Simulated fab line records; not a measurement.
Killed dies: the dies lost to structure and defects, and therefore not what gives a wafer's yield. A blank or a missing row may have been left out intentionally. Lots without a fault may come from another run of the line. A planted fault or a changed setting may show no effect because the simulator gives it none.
A single fault, viewed from 2 desks    flow sky130    what lay behind the numbers comes last; until then each desk has only its own

## DESK OF THE TOOL OWNER: cmp-02
The tool's own readings at SKY_VIA2_CMP_24 (polishes, stops on SiO2, t overpolish 20 s, target thk 0 nm): means of the sampled wafers that have a number, for each lot that ran on this tool. A lot is out of limits, marked OUT, if its mean lies more than 4 standard deviations from the usual mean; the brackets give that distance.
Columns: A = motor current A at SKY_VIA2_CMP_24, usual 10.7 A; B = overpolish run s at SKY_VIA2_CMP_24, usual 20.000 s; C = slurry filter dp kPa at SKY_VIA2_CMP_24, usual 13.50 kPa; D = time to endpoint s at SKY_VIA2_CMP_24, usual 101.7 s
lot   first seen here  A     B                        C      D
L311  day 36 23:11     12.0  20.003                   13.51  97.9
L313  day 38 01:08     11.5  20.002                   13.57  104.0
L316  day 39 01:50     11.5  6.691 (-99 or more) OUT  13.45  141.9 (+13) OUT
L328  day 42 16:01     10.4  19.998                   13.57  101.7
L329  day 42 19:19     10.7  20.004                   13.63  103.3
Finding of this desk: L316 out of limits; the first was L316 at day 39 01:50, on overpolish run s at SKY_VIA2_CMP_24. L311, L313, L328, L329: within limits.

## METROLOGY DESK
Lot by lot, what the gauges showed, no matter which tool ran the lot: averages of those sampled wafers that carry a number. A lot is out of limits, marked OUT, if its mean lies more than 4 standard deviations from the usual mean; the brackets give that distance.
Columns: A = VIA2_W_RS at SKY_VIA2_RS_MEAS_22, usual 0.270 ohm/sq; B = CAPM_TIN_THK at SKY_CAPM_THK_MEAS_04, usual 199.5 nm
lot   first seen here  A      B
L308  day 36 00:20     0.265  197.9
L309  day 36 08:56     0.272  197.7
L310  day 36 15:46     0.268  197.4
L311  day 36 23:04     0.269  193.7
L312  day 37 07:52     0.274  200.0
L313  day 38 00:54     0.265  199.7
L316  day 39 01:33     0.267  197.0
L315  day 39 05:17     0.271  202.0
L326  day 42 00:24     0.273  197.9
L327  day 42 05:34     0.273  203.3
L328  day 42 15:47     0.272  199.7
L329  day 42 18:52     0.267  199.2
L331  day 42 23:20     0.268  198.6
This desk's finding: nothing out of limits on any of the 13 lots.

## PUT TOGETHER
On L316, at day 39 01:50, an alarm was possible from the tool owner's desk.
From the metrology desk's view, nothing was out of limits.
The metrology desk has L316 on record, within its limits.
Every lot named ran SKY_VIA2_CMP_24 on cmp-02.

## WHAT WAS PUT IN BY THE SIMULATOR
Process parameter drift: cmp-02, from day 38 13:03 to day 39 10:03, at SKY_VIA2_CMP_24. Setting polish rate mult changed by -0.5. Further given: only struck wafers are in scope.
Lots struck among those shown: L316.
Hours from the fault's start to each desk's first reading out of limits: the tool owner's desk, 13.
